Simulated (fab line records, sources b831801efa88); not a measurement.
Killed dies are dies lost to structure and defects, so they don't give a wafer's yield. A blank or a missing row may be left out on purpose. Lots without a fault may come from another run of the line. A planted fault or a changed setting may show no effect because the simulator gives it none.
Problem report in the 8D (eight disciplines) form, filled by code | flow gf180mcu | the parts of the form that need people (team, actions taken, sign-off) are left out

1. THE PROBLEM
beam_energy_keV at GF_NWELL_IMPLANT_08 reads a mean of 464.70 on 6 wafers of 2 lots; wafers without a fault read 450.02 with a standard deviation of 0.14. That is +99 or more standard deviations from the usual mean.
First seen on wafer L222.1, day 5 19:38, on implanter-01. The record holds 18 wafers of 6 lots with a number at this step. Rule for "out", or "out of limits": more than 4 standard deviations from the usual mean. The other wafers with a number count as sound.

2. WHAT IT IS AND WHAT IT IS NOT
question                    | is                     | is not
which readings at this step | beam_energy_keV        | -
which lots                  | L222, L223             | L213, L219, L229, L234
which wafers of those lots  | all that have a number | -
read on which tools         | implanter-01           | implanter-04
when                        | from day 5 19:38       | up to then (6 sound wafers); but 6 sound wafers of L229, L234 came after

3. SUSPECTS, AND WHAT RULES EACH OUT
Counting: a tool at a process step up to the reading stays a suspect if it ran every lot that is out and no sound lot after the first of them.
- implanter-01 at GF_NWELL_IMPLANT_08: kept. It ran every lot that is out, first L222 (day 5 19:38), and no sound lot after that; its last sound lot up to then is L219 (day 5 03:02). Its own readings are out on those wafers: beam_energy_keV.
Left after counting: implanter-01 at GF_NWELL_IMPLANT_08.

4. THE CAUSE (what the simulator had put in)
Process parameter drift: implanter-01, from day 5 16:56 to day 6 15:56, at GF_NWELL_IMPLANT_08. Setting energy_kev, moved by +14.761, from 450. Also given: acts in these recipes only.
Counting left only this tool.

5. THE CHAIN OF EFFECTS, in route order
Each row: a reading whose mean over the struck wafers that have a number lies more than 3 standard deviations from the usual. Only readings for which the record gives a usual standard deviation are gone through. hours: the time from each lot's start at the first step in this table that gives one to its start at this step, as a median over the lots. sigmas: the change in usual standard deviations.
hours | step                | reading         | usual  | on struck wafers | change | sigmas
0     | GF_NWELL_IMPLANT_08 | beam_energy_keV | 450.02 | 464.70           | +14.68 | +99 or more
The process steps in it:
- GF_NWELL_IMPLANT_08

6. WHAT WOULD HAVE CAUGHT IT SOONER
In this record the first reading out of limits was taken at day 5 19:38, 3 hours after the fault began at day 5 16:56.
